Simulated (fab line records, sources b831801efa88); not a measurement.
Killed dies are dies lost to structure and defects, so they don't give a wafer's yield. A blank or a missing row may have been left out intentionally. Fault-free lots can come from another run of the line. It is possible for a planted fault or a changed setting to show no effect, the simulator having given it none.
A sampling plan put to the test || flow gf180mcu || one line in one fab, 14 faults in these records, each fault weighed on the records of the lots it struck
The line's own looks make up the plan; these are the steps of the route where a gauge or inspection reads the wafer and leaves it unchanged. Where struck wafers have a number at a look and the file lists that look's usual mean and standard deviation on fault-free wafers, the look can be judged. Caught: 4 or more of those standard deviations (sigma) separate the usual mean from the mean of the struck wafers at a look after the fault's first step. On the tool: the fault's steps, tested the same way using the tool's own readings. Caught also covers a different recipe on the struck wafers, or a record left blank for those wafers only.

THE FAULTS, as the simulator had put them in
1. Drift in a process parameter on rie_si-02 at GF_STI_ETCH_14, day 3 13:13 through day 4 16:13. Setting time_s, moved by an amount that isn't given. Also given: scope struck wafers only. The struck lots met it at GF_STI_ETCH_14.
2. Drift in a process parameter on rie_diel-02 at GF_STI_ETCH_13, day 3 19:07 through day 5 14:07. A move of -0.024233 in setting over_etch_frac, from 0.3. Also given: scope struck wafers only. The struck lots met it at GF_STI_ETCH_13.
3. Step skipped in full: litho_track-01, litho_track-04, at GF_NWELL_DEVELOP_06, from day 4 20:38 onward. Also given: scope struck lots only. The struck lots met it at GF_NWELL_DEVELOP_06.
4. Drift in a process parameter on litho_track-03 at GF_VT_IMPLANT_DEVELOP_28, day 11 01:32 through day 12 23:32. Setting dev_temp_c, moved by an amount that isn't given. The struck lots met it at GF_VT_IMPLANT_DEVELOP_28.
5. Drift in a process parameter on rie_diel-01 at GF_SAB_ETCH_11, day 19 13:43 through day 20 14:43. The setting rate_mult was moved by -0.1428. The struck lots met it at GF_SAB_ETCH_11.
6. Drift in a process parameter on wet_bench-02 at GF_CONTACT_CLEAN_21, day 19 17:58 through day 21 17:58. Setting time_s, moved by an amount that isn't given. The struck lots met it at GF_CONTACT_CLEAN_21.
7. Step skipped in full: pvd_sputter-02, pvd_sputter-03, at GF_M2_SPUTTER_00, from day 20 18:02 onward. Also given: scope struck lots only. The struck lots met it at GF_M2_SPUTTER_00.
8. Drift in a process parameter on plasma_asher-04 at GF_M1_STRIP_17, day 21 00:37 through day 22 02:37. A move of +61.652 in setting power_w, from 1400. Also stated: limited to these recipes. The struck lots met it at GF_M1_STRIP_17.
9. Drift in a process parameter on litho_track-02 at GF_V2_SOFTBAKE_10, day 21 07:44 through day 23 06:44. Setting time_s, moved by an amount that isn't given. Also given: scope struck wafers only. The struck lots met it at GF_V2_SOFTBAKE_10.
10. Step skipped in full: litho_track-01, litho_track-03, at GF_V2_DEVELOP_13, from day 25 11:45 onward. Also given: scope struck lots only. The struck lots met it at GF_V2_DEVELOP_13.
11. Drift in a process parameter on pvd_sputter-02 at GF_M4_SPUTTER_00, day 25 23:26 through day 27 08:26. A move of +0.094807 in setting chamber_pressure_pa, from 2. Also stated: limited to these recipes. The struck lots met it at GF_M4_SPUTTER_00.
12. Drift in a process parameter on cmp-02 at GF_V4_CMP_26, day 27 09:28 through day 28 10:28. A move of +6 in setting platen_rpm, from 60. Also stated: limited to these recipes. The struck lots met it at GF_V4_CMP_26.
13. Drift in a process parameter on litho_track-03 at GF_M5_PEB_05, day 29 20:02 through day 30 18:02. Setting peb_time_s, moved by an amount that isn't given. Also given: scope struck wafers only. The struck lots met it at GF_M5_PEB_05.
14. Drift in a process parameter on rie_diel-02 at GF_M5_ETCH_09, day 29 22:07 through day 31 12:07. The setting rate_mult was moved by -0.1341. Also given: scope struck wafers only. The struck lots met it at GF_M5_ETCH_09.

WHAT THE PLAN SAW
{"fault": 1, "on the tool itself": "run_length_s +13 sigma", "first look that catches it": "none of the 2 looks that can be judged after it", "reading, sigma": "-", "median hours from its first step to that look": "-", "hours from the fault's start to the first struck lot there": "-", "judged looks passed uncaught": 2}
{"fault": 2, "on the tool itself": "only faintly: oes_product_au +2.5 sigma", "first look that catches it": "none of the 3 looks that can be judged after it", "reading, sigma": "-", "median hours from its first step to that look": "-", "hours from the fault's start to the first struck lot there": "-", "judged looks passed uncaught": 3}
{"fault": 3, "on the tool itself": "the tool's record is blank for the struck wafers", "first look that catches it": "not the one look that can be judged after it", "reading, sigma": "-", "median hours from its first step to that look": "-", "hours from the fault's start to the first struck lot there": "-", "judged looks passed uncaught": 1}
{"fault": 4, "on the tool itself": "developer_temp_C -23 sigma", "first look that catches it": "not the one look that can be judged after it", "reading, sigma": "-", "median hours from its first step to that look": "-", "hours from the fault's start to the first struck lot there": "-", "judged looks passed uncaught": 1}
{"fault": 5, "on the tool itself": "oes_product_au -13 sigma", "first look that catches it": "none of the 2 looks that can be judged after it", "reading, sigma": "-", "median hours from its first step to that look": "-", "hours from the fault's start to the first struck lot there": "-", "judged looks passed uncaught": 2}
{"fault": 6, "on the tool itself": "run_length_s -7.7 sigma", "first look that catches it": "no look after it can be judged", "reading, sigma": "-", "median hours from its first step to that look": "-", "hours from the fault's start to the first struck lot there": "-", "judged looks passed uncaught": 0}
{"fault": 7, "on the tool itself": "the tool's record is blank for the struck wafers", "first look that catches it": "no look after it can be judged", "reading, sigma": "-", "median hours from its first step to that look": "-", "hours from the fault's start to the first struck lot there": "-", "judged looks passed uncaught": 0}
{"fault": 8, "on the tool itself": "strip_time_to_endpoint_s -6.7 sigma", "first look that catches it": "not the one look that can be judged after it", "reading, sigma": "-", "median hours from its first step to that look": "-", "hours from the fault's start to the first struck lot there": "-", "judged looks passed uncaught": 1}
{"fault": 9, "on the tool itself": "heater_power_total_W +55 sigma", "first look that catches it": "no look after it can be judged", "reading, sigma": "-", "median hours from its first step to that look": "-", "hours from the fault's start to the first struck lot there": "-", "judged looks passed uncaught": 0}
{"fault": 10, "on the tool itself": "the tool's record is blank for the struck wafers", "first look that catches it": "no look after it can be judged", "reading, sigma": "-", "median hours from its first step to that look": "-", "hours from the fault's start to the first struck lot there": "-", "judged looks passed uncaught": 0}
{"fault": 11, "on the tool itself": "chamber_pressure_pa +26 sigma", "first look that catches it": "no look after it can be judged", "reading, sigma": "-", "median hours from its first step to that look": "-", "hours from the fault's start to the first struck lot there": "-", "judged looks passed uncaught": 0}
{"fault": 12, "on the tool itself": "platen_rpm +99 or beyond sigma", "first look that catches it": "no look after it can be judged", "reading, sigma": "-", "median hours from its first step to that look": "-", "hours from the fault's start to the first struck lot there": "-", "judged looks passed uncaught": 0}
{"fault": 13, "on the tool itself": "heater_power_total_W +32 sigma", "first look that catches it": "no look after it can be judged", "reading, sigma": "-", "median hours from its first step to that look": "-", "hours from the fault's start to the first struck lot there": "-", "judged looks passed uncaught": 0}
{"fault": 14, "on the tool itself": "oes_product_au -8.5 sigma", "first look that catches it": "no look after it can be judged", "reading, sigma": "-", "median hours from its first step to that look": "-", "hours from the fault's start to the first struck lot there": "-", "judged looks passed uncaught": 0}
Dash: fault not caught, or number not given in these records.

Caught at a look: 0 of 14. Caught on the tool: 13 of 14. By one or the other: 13 of 14.
Caught on the tool alone: faults 1, 3, 4, 5, 6, 7, 8, 9, 10, 11, 12, 13, 14.
Caught by neither: fault 2.
